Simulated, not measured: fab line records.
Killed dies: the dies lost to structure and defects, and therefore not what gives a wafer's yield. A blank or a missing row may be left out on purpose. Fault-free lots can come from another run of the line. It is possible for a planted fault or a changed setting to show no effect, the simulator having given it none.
fab line records | flow sfq_line
record: lots: 6 | wafers: 18 | last_day: 80
route steps=325 shown I4@170 JJ@178 M5@198 A5B@209 R5@225
lots that met no fault: from a run of the same line without faults
start_h: start of the lot's first displayed wafer, in hours after the record's first day | wait_h: hours from the lot's prior step to this one | " repeats the value in the row above | L1.1+2: several wafers, shown together as one row | - no value present, or no start provided | * or withheld: withheld | < > ~ a bound
route shown NAME@n: names a module that has steps shown in the file, with the first one's number in the route | usual: mean/standard deviation taken from wafers without a fault | same: alike in all rows | chamber/n: place in a boat | sites: readings site by site | _std_site: their standard deviation | _edge_site: mean of outer sites minus mean of inner sites | radius_mm: for every site, how far away it sits from the centre of the wafer | mask NAME#n: copy n | behind: the tool/chamber that last shaped the wafer | hold: reason for holding the lot/hours on hold/outcome of the hold | device: the n, p or np transistor that did not switch | end of line: the route-end tests of the same wafers | a step given without rows: its recipe and nothing more | killed: not the wafer's yield, but the dies lost to structure and defects at the first sort | map: the dies of a wafer, with x for killed, . for not killed, _ for no die there
set.NAME: the run value of the setting; set.NAME@STEP: its run value at that earlier step | model.NAME: the simulator's own value behind a step, which no gauge read
lots at selected steps of the route; one table per step, one row per wafer
services: from which hour (start_h, from the record's first day; less than 0 if before it) a tool's chamber was out of use, for how many hours, and why
== steps ==
step: SFQ_TRILAYER_I4_VIA_LITHO_EXPOSE_104
recipe: mask_id: I4 | na: 0.6 | source_shape: conventional | sigma_outer: 0.65 | target_cd_nm: 700 | dose_mj: 21.3
step: SFQ_TRILAYER_I4_VIA_LITHO_PEB_106
recipe: peb_temp_c: 115 | peb_time_s: 60 | resist: KrF
step: SFQ_TRILAYER_I4_VIA_LITHO_DEVELOP_105
recipe: time_s: 60 | resist: KrF
step: SFQ_I4_OVL_MEAS_928
usual: I4_OVL: -1/5.4
lot.wafer | tool       | chamber | start_h | wait_h | I4_OVL[nm]
L822.1    | overlay-01 | -       | 1217.17 | 0.1    | 5
L822.4    | "          | -       | "       | "      | 5
L822.5    | "          | -       | "       | "      | 0
L824.1    | overlay-01 | -       | 1247.02 | 0.1    | -14
L824.3    | "          | -       | "       | "      | -13
L824.5    | "          | -       | "       | "      | -11
L825.1    | overlay-02 | -       | 1253.33 | 0.1    | -1
L825.2    | "          | -       | "       | "      | 3
L825.3    | "          | -       | "       | "      | -2
L831.1    | overlay-02 | -       | 1364.23 | 0.1    | -3
L831.3    | "          | -       | "       | "      | -5
L831.5    | "          | -       | "       | "      | -3
L833.1    | overlay-01 | -       | 1373.35 | 0.1    | 5
L833.4    | "          | -       | "       | "      | 0
L833.6    | "          | -       | "       | "      | 4
L836.2    | overlay-01 | -       | 1551.26 | 0.1    | 7
L836.4    | "          | -       | "       | "      | 10
L836.6    | "          | -       | "       | "      | 13
step: SFQ_TRILAYER_I4_VIA_BARC_OPEN_VIA_ETCH_146
recipe: mask_material: PR | chemistry: O2 | target_depth_nm: 125 | target: BARC | source_w: 500 | bias_w: 80 | pressure_mtorr: 30 | time_s: 41.7
step: SFQ_TRILAYER_I4_VIA_ETCH_VIA_ETCH_106
recipe: target: SiO2 | stop_on: Nb | mask_material: PR | taper_deg: 20 | chemistry: CHF3 | target_depth_nm: 260 | source_w: 500 | bias_w: 80 | pressure_mtorr: 30 | time_s: withheld
usual: drypump_motor_current_A: 5.7/0.45 | oes_product_au: 0.852/0.0056
lot.wafer | tool        | chamber | start_h | wait_h | drypump_motor_current_A | oes_product_au
L822.1    | rie_diel-03 | 2       | 1217.25 | 0.0    | 6.1                     | 0.850
L822.4    | "           | 0       | "       | "      | 5.2                     | 0.854
L822.5    | "           | 2       | "       | "      | 6.1                     | 0.858
L824.1    | rie_diel-02 | 2       | 1247.10 | 0.0    | 5.3                     | 0.859
L824.3    | "           | 1       | "       | "      | 5.7                     | 0.861
L824.5    | "           | 2       | "       | "      | 5.2                     | 0.840
L825.1    | rie_diel-03 | 3       | 1253.40 | 0.0    | 6.2                     | 0.848
L825.2    | "           | 2       | "       | "      | 6.1                     | 0.856
L825.3    | "           | 1       | "       | "      | 5.6                     | 0.857
L831.1    | rie_diel-03 | 3       | 1364.30 | 0.0    | 6.2                     | 0.858
L831.3    | "           | 1       | "       | "      | 5.6                     | 0.847
L831.5    | "           | 1       | "       | "      | 5.6                     | 0.857
L833.1    | rie_diel-03 | 3       | 1373.43 | 0.0    | 6.3                     | 0.853
L833.4    | "           | 1       | "       | "      | 5.6                     | 0.858
L833.6    | "           | 1       | "       | "      | 5.6                     | 0.848
L836.2    | rie_diel-03 | 3       | 1551.33 | 0.0    | 6.2                     | 0.853
L836.4    | "           | 1       | "       | "      | 5.6                     | 0.855
L836.6    | "           | 0       | "       | "      | 5.2                     | 0.838
step: SFQ_TRILAYER_I4_VIA_STRIP_STRIP_107
recipe: gas: O2 | power_w: 200 | platen_temp_c: 40 | overash_fraction: 0.65 | chemistry: O2 | pressure_mtorr: 50
step: SFQ_TRILAYER_I4_VIA_STRIP_SOLV_CLEAN_108
recipe: chemistry: NMP | temp_c: 70 | time_s: 600
step: SFQ_TRILAYER_JJ_TRILAYER_DEP_PRE_CLEAN_113
recipe: gas: Ar | time_s: 22.5 | bias_v: 250
step: SFQ_TRILAYER_JJ_TRILAYER_DEP_SPUTTER_109
recipe: material: Nb | base_pressure_pa: 1.33e-06 | chamber_pressure_pa: 0.1333 | substrate_temp_c: 20 | target_thk_nm: 150 | power_w: 2000 | time_s: 100
usual: cathode_dc_power_W: 2000.0/0.34 | throttle_valve_pct: 29.8/1.1
lot.wafer | tool           | chamber | start_h | wait_h | cathode_dc_power_W | throttle_valve_pct
L822.1    | pvd_sputter-06 | -       | 1218.17 | 0.0    | 1999.7             | 28.1
L822.4    | "              | -       | "       | "      | 2000.0             | 30.9
L822.5    | "              | -       | "       | "      | 2000.2             | 27.9
L824.1    | pvd_sputter-06 | -       | 1248.02 | 0.0    | 2000.0             | 29.1
L824.3    | "              | -       | "       | "      | 1999.9             | 31.1
L824.5    | "              | -       | "       | "      | 2000.6             | 28.4
L825.1    | pvd_sputter-06 | -       | 1254.70 | 0.0    | 1999.8             | 28.1
L825.2    | "              | -       | "       | "      | 2000.4             | 30.6
L825.3    | "              | -       | "       | "      | 2000.2             | 27.8
L831.1    | pvd_sputter-05 | -       | 1365.22 | 0.0    | 2000.5             | 29.1
L831.3    | "              | -       | "       | "      | 2000.1             | 29.9
L831.5    | "              | -       | "       | "      | 2000.2             | 29.0
L833.1    | pvd_sputter-05 | -       | 1374.36 | 0.0    | 1999.7             | 30.0
L833.4    | "              | -       | "       | "      | 1999.4             | 31.2
L833.6    | "              | -       | "       | "      | 2000.6             | 29.1
L836.2    | pvd_sputter-05 | -       | 1552.25 | 0.0    | 2000.3             | 29.1
L836.4    | "              | -       | "       | "      | 2000.7             | 30.1
L836.6    | "              | -       | "       | "      | 2000.0             | 31.0
step: SFQ_TRILAYER_JJ_TRILAYER_DEP_SPUTTER_110
recipe: material: Al | base_pressure_pa: 1.33e-06 | target_thk_nm: 8 | power_w: 500 | time_s: 10 | chamber_pressure_pa: 0.4
step: SFQ_TRILAYER_JJ_TRILAYER_DEP_AL_OXIDATION_111
recipe: pressure_mbar: 0.014667 | oxidation_time_s: 600 | temperature_k: 293
step: SFQ_TRILAYER_JJ_TRILAYER_DEP_SPUTTER_112
recipe: material: Nb | base_pressure_pa: 1.33e-06 | chamber_pressure_pa: 0.1333 | substrate_temp_c: 20 | target_thk_nm: 170 | power_w: 2000 | time_s: 113.3
usual: cathode_dc_power_W: 2000.0/0.36 | throttle_valve_pct: 29.7/1.1
lot.wafer | tool           | chamber | start_h | wait_h | cathode_dc_power_W | throttle_valve_pct | model.Nb_of_TRILAYER_JJ_TRILAYER_DEP_SPUTTER_112.thk_nm
L822.1    | pvd_sputter-06 | -       | 1219.26 | 0.5    | 1999.5             | 28.2               | 170.7
L822.4    | "              | -       | "       | "      | 1999.8             | 30.7               | 171.4
L822.5    | "              | -       | "       | "      | 1999.7             | 27.7               | 171.3
L824.1    | pvd_sputter-06 | -       | 1249.11 | 0.5    | 2275.3             | 28.9               | 193.4
L824.3    | "              | -       | "       | "      | 2275.4             | 30.8               | 195.1
L824.5    | "              | -       | "       | "      | 2275.5             | 28.2               | 193.1
L825.1    | pvd_sputter-06 | -       | 1255.79 | 0.5    | 2274.6             | 28.5               | 194.1
L825.2    | "              | -       | "       | "      | 2275.4             | 30.8               | 196.3
L825.3    | "              | -       | "       | "      | 2275.4             | 27.9               | 194.9
L831.1    | pvd_sputter-05 | -       | 1366.32 | 0.5    | 2000.2             | 28.8               | 167.6
L831.3    | "              | -       | "       | "      | 2000.2             | 30.1               | 167.3
L831.5    | "              | -       | "       | "      | 1999.3             | 29.0               | 169
L833.1    | pvd_sputter-05 | -       | 1375.45 | 0.5    | 1999.6             | 30.0               | 169.7
L833.4    | "              | -       | "       | "      | 2000.6             | 31.2               | 168.9
L833.6    | "              | -       | "       | "      | 1999.9             | 29.1               | 170.3
L836.2    | pvd_sputter-05 | -       | 1553.34 | 0.5    | 1999.6             | 29.0               | 168.2
L836.4    | "              | -       | "       | "      | 2000.4             | 30.1               | 170.5
L836.6    | "              | -       | "       | "      | 2000.5             | 31.4               | 167.8
step: SFQ_JJ_RS_MEAS_929
recipe: thk_meas_gauge: four-point-probe | reads: Nb_of_TRILAYER_JJ_TRILAYER_DEP_SPUTTER_112
usual: JJ_NB_RS: 1.046/0.011
lot.wafer | tool          | chamber | start_h | wait_h | hold                     | JJ_NB_RS[ohm/sq]
L822.1    | film_metro-02 | -       | 1219.34 | 0.0    | -                        | 1.043
L822.4    | "             | -       | "       | "      | -                        | 1.040
L822.5    | "             | -       | "       | "      | -                        | 1.042
L824.1    | film_metro-01 | -       | 1249.19 | 0.0    | await_dispo/0.2h/release | 0.922
L824.3    | "             | -       | "       | "      | await_dispo/0.2h/release | 0.914
L824.5    | "             | -       | "       | "      | await_dispo/0.2h/release | 0.923
L824.1    | film_metro-01 | -       | 1249.48 | 0.3    | -                        | 0.923
L824.3    | "             | -       | "       | "      | -                        | 0.916
L824.5    | "             | -       | "       | "      | -                        | 0.924
L825.1    | film_metro-01 | -       | 1255.87 | 0.0    | await_dispo/0.2h/release | 0.917
L825.2    | "             | -       | "       | "      | await_dispo/0.2h/release | 0.908
L825.3    | "             | -       | "       | "      | await_dispo/0.2h/release | 0.916
L825.1    | film_metro-01 | -       | 1256.16 | 0.3    | -                        | 0.918
L825.2    | "             | -       | "       | "      | -                        | 0.908
L825.3    | "             | -       | "       | "      | -                        | 0.914
L831.1    | film_metro-04 | -       | 1366.40 | 0.0    | -                        | 1.063
L831.3    | "             | -       | "       | "      | -                        | 1.064
L831.5    | "             | -       | "       | "      | -                        | 1.053
L833.1    | film_metro-02 | -       | 1375.53 | 0.0    | -                        | 1.050
L833.4    | "             | -       | "       | "      | -                        | 1.055
L833.6    | "             | -       | "       | "      | -                        | 1.047
L836.2    | film_metro-02 | -       | 1553.44 | 0.1    | -                        | 1.061
L836.4    | "             | -       | "       | "      | -                        | 1.046
L836.6    | "             | -       | "       | "      | -                        | 1.066
step: SFQ_TRILAYER_JJ_CE_LITHO_COAT_114
recipe: resist: KrF | spin_rpm: 3000 | resist_thk_nm: 600
step: SFQ_TRILAYER_JJ_CE_LITHO_SOFTBAKE_118
recipe: temp_c: withheld | time_s: withheld | resist: KrF
step: SFQ_TRILAYER_JJ_CE_LITHO_EXPOSE_115
recipe: mask_id: J5 | na: 0.6 | source_shape: conventional | sigma_outer: 0.65 | target_cd_nm: 700 | dose_mj: 14.4
step: SFQ_TRILAYER_JJ_CE_LITHO_PEB_117
recipe: peb_temp_c: 115 | peb_time_s: 60 | resist: KrF
step: SFQ_TRILAYER_JJ_CE_LITHO_DEVELOP_116
recipe: time_s: 60 | resist: KrF
step: SFQ_JJ_OVL_MEAS_931
usual: J5_OVL: 0/6.1
lot.wafer | tool       | chamber | start_h | wait_h | J5_OVL[nm]
L822.1    | overlay-01 | -       | 1221.77 | 0.1    | -5
L822.4    | "          | -       | "       | "      | -4
L822.5    | "          | -       | "       | "      | -1
L824.1    | overlay-02 | -       | 1274.72 | 0.1    | -1
L824.3    | "          | -       | "       | "      | 0
L824.5    | "          | -       | "       | "      | -2
L825.1    | overlay-02 | -       | 1275.92 | 0.1    | 0
L825.2    | "          | -       | "       | "      | 7
L825.3    | "          | -       | "       | "      | 6
L831.1    | overlay-02 | -       | 1512.53 | 0.1    | 13
L831.3    | "          | -       | "       | "      | 11
L831.5    | "          | -       | "       | "      | 17
L833.1    | overlay-02 | -       | 1514.93 | 0.1    | 8
L833.4    | "          | -       | "       | "      | 12
L833.6    | "          | -       | "       | "      | 7
L836.2    | overlay-02 | -       | 1555.86 | 0.1    | -10
L836.4    | "          | -       | "       | "      | -7
L836.6    | "          | -       | "       | "      | -2
step: SFQ_TRILAYER_JJ_CE_METRO_MEASURE_117
step: SFQ_TRILAYER_JJ_CE_BARC_OPEN_RIE_150
recipe: mask_material: PR | chemistry: O2 | target_depth_nm: 240 | target: BARC | icp_w: 600 | bias_w: 80 | pressure_mtorr: 10 | time_s: 80
usual: drypump_motor_current_A: 6.1/0.43 | he_backside_leak_sccm: 3.31/0.29 | oes_product_au: 0.538/0.0049
lot.wafer | tool         | chamber | start_h | wait_h | drypump_motor_current_A | he_backside_leak_sccm | oes_product_au | rf_hours_counter_h
L822.1    | rie_metal-02 | 1       | 1223.01 | 1.0    | 6.0                     | 3.33                  | 0.542          | 97
L822.4    | "            | 1       | "       | "      | 6.0                     | 3.38                  | 0.540          | -
L822.5    | "            | 1       | "       | "      | 6.0                     | 3.37                  | 0.546          | -
L824.1    | rie_metal-03 | 1       | 1275.96 | 1.0    | 6.5                     | 3.15                  | 0.537          | 0
L824.3    | "            | 1       | "       | "      | 6.5                     | 3.23                  | 0.543          | -
L824.5    | "            | 0       | "       | "      | 6.3                     | 3.31                  | 0.537          | -
L825.1    | rie_metal-02 | 1       | 1277.16 | 1.0    | 6.0                     | 3.60                  | 0.555          | 110
L825.2    | "            | 0       | "       | "      | 4.9                     | 3.49                  | 0.536          | 6
L825.3    | "            | 1       | "       | "      | 6.0                     | 3.50                  | 0.533          | -
L831.1    | rie_metal-03 | 1       | 1513.77 | 1.0    | 6.4                     | 3.29                  | 0.534          | 26
L831.3    | "            | 1       | "       | "      | 6.4                     | 3.23                  | 0.547          | -
L831.5    | "            | 1       | "       | "      | 6.5                     | 3.23                  | 0.546          | -
L833.1    | rie_metal-01 | 1       | 1516.17 | 1.0    | 6.1                     | 3.24                  | 0.541          | 21
L833.4    | "            | 0       | "       | "      | 5.9                     | 3.23                  | 0.532          | -
L833.6    | "            | 0       | "       | "      | 5.8                     | 3.16                  | 0.536          | -
L836.2    | rie_metal-03 | 0       | 1557.09 | 0.8    | 6.3                     | 3.27                  | 0.541          | 45
L836.4    | "            | 0       | "       | "      | 6.3                     | 3.31                  | 0.541          | -
L836.6    | "            | 0       | "       | "      | 6.3                     | 3.60                  | 0.531          | -
step: SFQ_TRILAYER_JJ_CE_ETCH_RIE_118
recipe: target: Nb | stop_on: Al2O3 | mask_material: PR | taper_deg: 13.257 | over_etch_frac: 0.15 | time_s: 97.7 | chemistry: SF6 | target_depth_nm: 170 | icp_w: 600 | bias_w: 80 | pressure_mtorr: 10
step: SFQ_TRILAYER_JJ_ANODIZE_ANODIZE_119
recipe: current_density_ma_cm2: withheld | end_current_density_ma_cm2: withheld | bath_temp_c: withheld
step: SFQ_TRILAYER_JJ_CE_STRIP_STRIP_120
recipe: gas: O2 | power_w: 200 | platen_temp_c: 40 | overash_fraction: 0.65 | chemistry: O2 | pressure_mtorr: 50
step: SFQ_TRILAYER_JJ_CE_STRIP_SOLV_CLEAN_121
recipe: chemistry: NMP | temp_c: 70 | time_s: 600
step: SFQ_TRILAYER_M5_LITHO_COAT_128
recipe: resist: BARC | spin_rpm: 3000 | resist_thk_nm: 62
step: SFQ_TRILAYER_M5_LITHO_COAT_123
recipe: resist: KrF | spin_rpm: 3000 | resist_thk_nm: 600
step: SFQ_TRILAYER_M5_LITHO_SOFTBAKE_127
recipe: temp_c: withheld | time_s: withheld | resist: KrF
step: SFQ_TRILAYER_M5_LITHO_EXPOSE_124
recipe: mask_id: M5 | na: 0.6 | source_shape: conventional | sigma_outer: 0.65 | target_cd_nm: 700 | dose_mj: 14.4
step: SFQ_TRILAYER_M5_LITHO_PEB_126
recipe: peb_temp_c: 115 | peb_time_s: 60 | resist: KrF
step: SFQ_TRILAYER_M5_LITHO_DEVELOP_125
recipe: time_s: 60 | resist: KrF
step: SFQ_M5_OVL_MEAS_932
usual: M5_OVL: 0/5.1
lot.wafer | tool       | chamber | start_h | wait_h | M5_OVL[nm]
L822.1    | overlay-02 | -       | 1338.78 | 0.1    | -4
L822.4    | "          | -       | "       | "      | -4
L822.5    | "          | -       | "       | "      | -8
L824.1    | overlay-02 | -       | 1387.52 | 0.1    | -5
L824.3    | "          | -       | "       | "      | -4
L824.5    | "          | -       | "       | "      | -6
L825.1    | overlay-02 | -       | 1388.72 | 0.1    | -8
L825.2    | "          | -       | "       | "      | -3
L825.3    | "          | -       | "       | "      | 0
L831.1    | overlay-02 | -       | 1533.68 | 0.1    | 1
L831.3    | "          | -       | "       | "      | -2
L831.5    | "          | -       | "       | "      | -2
L833.1    | overlay-02 | -       | 1536.08 | 0.1    | -6
L833.4    | "          | -       | "       | "      | 5
L833.6    | "          | -       | "       | "      | 4
L836.2    | overlay-01 | -       | 1562.03 | 0.1    | -10
L836.4    | "          | -       | "       | "      | -6
L836.6    | "          | -       | "       | "      | 0
step: SFQ_TRILAYER_M5_BARC_OPEN_METAL_ETCH_161
recipe: mask_material: PR | chemistry: O2 | target_depth_nm: 125 | target: BARC | icp_w: 600 | bias_w: 80 | pressure_mtorr: 10 | time_s: 41.7
step: SFQ_TRILAYER_M5_ETCH_METAL_ETCH_126
recipe: target: Nb | stop_on: SiO2 | mask_material: PR | over_etch_frac: 0.15 | time_s: 203.2 | chemistry: Cl2/BCl3 | target_depth_nm: 265 | icp_w: 600 | bias_w: 80 | pressure_mtorr: 10
usual: drypump_motor_current_A: 5.9/0.52 | he_backside_leak_sccm: 3.4/0.4 | oes_product_au: 0.726/0.0059
lot.wafer | tool         | chamber | start_h | wait_h | drypump_motor_current_A | he_backside_leak_sccm | oes_product_au | rf_hours_counter_h
L822.1    | rie_metal-01 | 0       | 1338.93 | 0.1    | 5.8                     | 6.2                   | 0.725          | 109
L822.4    | "            | 0       | "       | "      | 5.8                     | 3.1                   | 0.728          | -
L822.5    | "            | 0       | "       | "      | 5.9                     | 3.4                   | 0.727          | -
L824.1    | rie_metal-01 | 0       | 1387.61 | 0.0    | 5.9                     | 3.3                   | 0.731          | 116
L824.3    | "            | 0       | "       | "      | 5.8                     | 3.3                   | 0.730          | -
L824.5    | "            | 1       | "       | "      | 6.0                     | 3.1                   | 0.737          | -
L825.1    | rie_metal-03 | 0       | 1388.81 | 0.0    | 6.3                     | 3.2                   | 0.739          | 24
L825.2    | "            | 1       | "       | "      | 6.4                     | 3.2                   | 0.718          | 14
L825.3    | "            | 1       | "       | "      | 6.4                     | 3.4                   | 0.735          | -
L831.1    | rie_metal-03 | 0       | 1533.78 | 0.0    | 6.3                     | 3.3                   | 0.719          | 40
L831.3    | "            | 1       | "       | "      | 6.4                     | 3.2                   | 0.731          | -
L831.5    | "            | 1       | "       | "      | 6.4                     | 3.3                   | 0.726          | -
L833.1    | rie_metal-03 | 1       | 1536.18 | 0.0    | 6.5                     | 3.3                   | 0.727          | 31
L833.4    | "            | 0       | "       | "      | 6.3                     | 3.4                   | 0.722          | -
L833.6    | "            | 0       | "       | "      | 6.3                     | 3.3                   | 0.719          | -
L836.2    | rie_metal-04 | 0       | 1562.12 | 0.0    | 6.2                     | 3.2                   | 0.728          | 8
L836.4    | "            | 1       | "       | "      | 5.0                     | 3.8                   | 0.725          | -
L836.6    | "            | 0       | "       | "      | 6.2                     | 3.0                   | 0.730          | -
step: SFQ_TRILAYER_M5_STRIP_STRIP_127
recipe: gas: O2 | power_w: 200 | platen_temp_c: 40 | overash_fraction: 0.65 | chemistry: O2 | pressure_mtorr: 50
step: SFQ_TRILAYER_M5_STRIP_SOLV_CLEAN_128
recipe: chemistry: NMP | temp_c: 70 | time_s: 600
step: SFQ_TRILAYER_A5B_DEP_PECVD_129
recipe: material: SiO2 | temp_c: 150 | time_s: 133.33 | pressure_torr: 2.4 | rf_w: 183.3 | precursor: SiH4/N2O | target_thk_nm: 600
step: SFQ_TRILAYER_A5B_CMP_CMP_130
recipe: stop_on: Nb | down_force_psi: 3 | platen_rpm: 60 | target_thk_nm: 340.7
usual: motor_current_A: 9.8/0.81
lot.wafer | tool   | chamber | start_h | wait_h | motor_current_A
L822.1    | cmp-01 | 2       | 1341.29 | 0.5    | 9.1
L822.4    | "      | 3       | "       | "      | 9.8
L822.5    | "      | 1       | 1342.79 | 2.0    | 12.1
L824.1    | cmp-02 | 2       | 1389.17 | 0.5    | 10.3
L824.3    | "      | 0       | 1390.17 | 1.5    | 9.0
L824.5    | "      | 2       | 1391.17 | 2.5    | 10.3
L825.1    | cmp-01 | 0       | 1390.47 | 0.6    | 10.3
L825.2    | "      | 1       | "       | "      | 11.6
L825.3    | "      | 3       | 1391.97 | 2.1    | 10.0
L831.1    | cmp-02 | 1       | 1543.89 | 9.1    | 8.6
L831.3    | "      | 0       | 1545.39 | 10.6   | 9.6
L831.5    | "      | 1       | "       | "      | 8.9
L833.4    | cmp-02 | 0       | 1549.89 | 12.7   | 10.0
L833.1    | "      | 1       | "       | "      | 9.0
L833.6    | "      | 1       | 1552.39 | 15.2   | 8.9
L836.4    | cmp-02 | 2       | 1580.89 | 17.5   | 10.2
L836.2    | "      | 3       | "       | "      | 9.8
L836.6    | "      | 0       | "       | "      | 9.2
step: SFQ_TRILAYER_A5B_METRO_MEASURE_131
step: SFQ_TRILAYER_R5_ETCH_METAL_ETCH_139
recipe: stop_on: SiO2 | mask_material: PR | chemistry: Cl2 | target_depth_nm: 60 | icp_w: 600 | bias_w: 80 | pressure_mtorr: 10 | time_s: 40
usual: drypump_motor_current_A: 5.9/0.63 | he_backside_leak_sccm: 3.37/0.25 | oes_product_au: 0.987/0.0059
lot.wafer | tool         | chamber | start_h | wait_h | drypump_motor_current_A | he_backside_leak_sccm | oes_product_au | rf_hours_counter_h | model.Nb_of_TRILAYER_JJ_TRILAYER_DEP_SPUTTER_112.thk_nm
L822.1    | rie_metal-03 | 0       | 1347.73 | 0.0    | 6.3                     | 3.12                  | 0.984          | 19                 | 160.7
L822.4    | "            | 1       | "       | "      | 6.5                     | 3.22                  | 0.988          | -                  | 161.4
L822.5    | "            | 0       | "       | "      | 6.3                     | 3.12                  | 0.996          | -                  | 161.3
L824.1    | rie_metal-03 | 0       | 1408.72 | 0.0    | 6.3                     | 3.19                  | 0.987          | 27                 | 183.6
L824.3    | "            | 0       | "       | "      | 6.3                     | 3.06                  | 0.986          | -                  | 185.2
L824.5    | "            | 1       | "       | "      | 6.5                     | 3.24                  | 0.989          | -                  | 183.2
L825.1    | rie_metal-03 | 1       | 1415.88 | 0.0    | 6.5                     | 3.35                  | 0.982          | 18                 | 184.2
L825.2    | "            | 0       | "       | "      | 6.3                     | 3.43                  | 0.980          | 28                 | 186.5
L825.3    | "            | 1       | "       | "      | 6.4                     | 3.27                  | 0.992          | -                  | 185
L831.1    | rie_metal-04 | 0       | 1550.71 | 0.0    | 6.2                     | 3.31                  | 0.982          | 6                  | 157.9
L831.3    | "            | 1       | "       | "      | 5.0                     | 3.83                  | 0.984          | -                  | 157.5
L831.5    | "            | 0       | "       | "      | 6.2                     | 3.21                  | 0.989          | -                  | 159.2
L833.1    | rie_metal-03 | 0       | 1559.72 | 0.0    | 6.3                     | 3.21                  | 0.985          | 45                 | 159.8
L833.4    | "            | 0       | "       | "      | 6.3                     | 3.08                  | 0.988          | -                  | 159.1
L833.6    | "            | 0       | "       | "      | 6.3                     | 3.03                  | 0.981          | -                  | 160.5
L836.2    | rie_metal-04 | 0       | 1608.55 | 0.0    | 6.2                     | 3.04                  | 0.983          | 17                 | 158.3
L836.4    | "            | 0       | "       | "      | 6.2                     | 3.05                  | 0.991          | -                  | 160.6
L836.6    | "            | 1       | "       | "      | 5.0                     | 3.92                  | 0.992          | -                  | 157.9
== services ==
tool           | chamber | start_h | hours | kind
rie_diel-03    | 3       | 1204.13 | 10.4  | repair
rie_diel-03    | -       | 1204.82 | 0.5   | repair
pvd_sputter-05 | -       | 1254.68 | 1.8   | repair
rie_diel-03    | -       | 1261.25 | 14.6  | pm
rie_diel-03    | 0       | 1282.28 | 3.8   | repair
rie_metal-03   | 0       | 1293.40 | 11.5  | repair
rie_diel-03    | 2       | 1307.49 | 2.7   | repair
rie_metal-03   | 0       | 1311.34 | 7.3   | repair
rie_metal-03   | 1       | 1316.08 | 4.3   | repair
pvd_sputter-05 | -       | 1328.44 | 4.5   | repair
rie_diel-03    | -       | 1353.61 | 2.8   | pm
rie_diel-03    | 0       | 1360.57 | 6.8   | repair
rie_diel-03    | 1       | 1365.90 | 3.1   | repair
rie_diel-03    | -       | 1386.75 | 34.4  | repair
pvd_sputter-05 | -       | 1390.89 | 3.9   | repair
pvd_sputter-05 | -       | 1407.22 | 2.3   | repair
rie_metal-03   | -       | 1424.60 | 14.6  | pm
rie_diel-03    | 0       | 1455.73 | 1.7   | repair
rie_diel-03    | 3       | 1459.27 | 11.4  | repair
pvd_sputter-06 | -       | 1479.86 | 1.9   | repair
rie_diel-03    | 2       | 1499.09 | 58.7  | repair
rie_diel-03    | 1       | 1505.39 | 9.7   | repair
rie_metal-03   | -       | 1507.12 | 5.0   | repair
pvd_sputter-06 | -       | 1522.06 | 1.5   | repair
== key ==
first_sign: step: SFQ_TRILAYER_JJ_TRILAYER_DEP_SPUTTER_112 | reading: cathode_dc_power_W | direction: up | sigmas: 99+ | usual: 2000.0 | struck: 2275.3
effect: step: SFQ_JJ_RS_MEAS_929 | reading: visit | direction: added
effect: step: SFQ_JJ_RS_MEAS_929 | reading: JJ_NB_RS | direction: down | sigmas: 12 | usual: 1.046 | struck: 0.917
model_effect: step: SFQ_TRILAYER_JJ_TRILAYER_DEP_SPUTTER_112 | value: Nb_of_TRILAYER_JJ_TRILAYER_DEP_SPUTTER_112.thk_nm | without: 171.1 | struck: 194.5
model_effect: step: SFQ_TRILAYER_R5_ETCH_METAL_ETCH_139 | value: Nb_of_TRILAYER_JJ_TRILAYER_DEP_SPUTTER_112.thk_nm | without: 161.2 | struck: 184.6
met_at SFQ_TRILAYER_JJ_TRILAYER_DEP_SPUTTER_112
struck_wafers L824.1,L824.3,L824.5,L825.1,L825.2,L825.3
onset_between 1219.26 1249.11
fault: kind: process_parameter_drift | tool: pvd_sputter-06 | chamber: - | onset_h: 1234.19 | steps: SFQ_TRILAYER_JJ_TRILAYER_DEP_SPUTTER_112 | channel: power_w | offset: 275.15 | shape: step | end_h: 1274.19 | acts_in: these_recipes_only | stated: 2000
